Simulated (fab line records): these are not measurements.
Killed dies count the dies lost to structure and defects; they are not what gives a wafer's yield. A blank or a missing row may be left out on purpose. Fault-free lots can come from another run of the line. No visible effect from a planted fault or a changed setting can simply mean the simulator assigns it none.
Chamber matching	flow sky130	SKY_LI_CONTACT_CMP_24 on cmp-02: 4 sister chambers
The step polishes, stops on PSG, t overpolish 20 s, target thk 0 nm. 18 wafers are shown with their chamber, then 9 later ones without.

EACH WAFER AND ITS CHAMBER
wafer	chamber	motor_current_A (A)	time_to_endpoint_s (s)	edge_zone_pressure_frac
L183.3	2	11.6	101	0.992
L183.4	1	10.8	96	0.999
L183.6	2	13.2	103	0.998
L185.1	0	11.7	103	1.013
L185.3	2	12.1	97	1.000
L185.5	0	11.6	99	1.008
L188.1	0	11.7	100	0.994
L188.3	1	10.6	95	0.996
L188.6	1	10.6	97	0.994
L190.1	0	11.1	102	1.006
L190.2	1	10.2	96	1.010
L190.3	3	11.2	93	1.002
L192.2	1	10.5	96	0.992
L192.4	2	12.4	100	0.997
L192.5	1	11.6	99	0.994
L198.1	1	11.2	101	0.998
L198.2	3	11.1	99	0.994
L198.4	0	12.0	104	1.005

SIGNATURES, as means of the wafers listed above
reading	chamber 0	chamber 1	chamber 2	chamber 3	scatter within a chamber
motor_current_A	11.620	10.786	12.325	11.150	0.471
time_to_endpoint_s	101.60	97.14	100.25	96.00	2.4
edge_zone_pressure_frac	1.00520	0.99757	0.99675	0.99800	0.00584
Rule: a wafer lies at a distance from a chamber equal to the root of the sum of squares, over the readings, of (its reading less the chamber's mean, divided by the reading's scatter). If the next closest chamber is less than 2 further off than the closest, the wafer can't be placed; otherwise it belongs to the closest. The scatter is the square root of a quotient: the sum, over the shown wafers, of each reading's squared deviation from its chamber's mean, divided by wafers minus chambers.

WAFERS MISSING THEIR CHAMBER
wafer	motor_current_A (A)	time_to_endpoint_s (s)	edge_zone_pressure_frac
L200.1	12.0	106	1.001
L200.5	11.7	102	1.009
L200.6	11.0	98	0.992
L203.1	11.6	99	0.993
L203.3	11.5	104	1.011
L203.6	12.0	104	1.006
L205.4	11.1	93	1.002
L205.5	11.9	100	1.006
L205.6	11.6	96	1.005

CHAMBER TAKEN BY EACH
wafer	from the rows above	in truth
L200.1	can't be placed: 0 or 2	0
L200.5	can't be placed: 0 or 2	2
L200.6	can't be placed: 1 or 3 or 0 or 2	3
L203.1	can't be placed: 2 or 3 or 1 or 0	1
L203.3	can't be placed: 0 or 2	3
L203.6	can't be placed: 0 or 2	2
L205.4	can't be placed: 3 or 1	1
L205.5	can't be placed: 0 or 2 or 3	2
L205.6	can't be placed: 3 or 1 or 0 or 2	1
Placed correctly: 0 of 9. Unplaceable from these rows: 9, with the true chamber sitting among the candidates in 8. Number placed wrongly: 0.
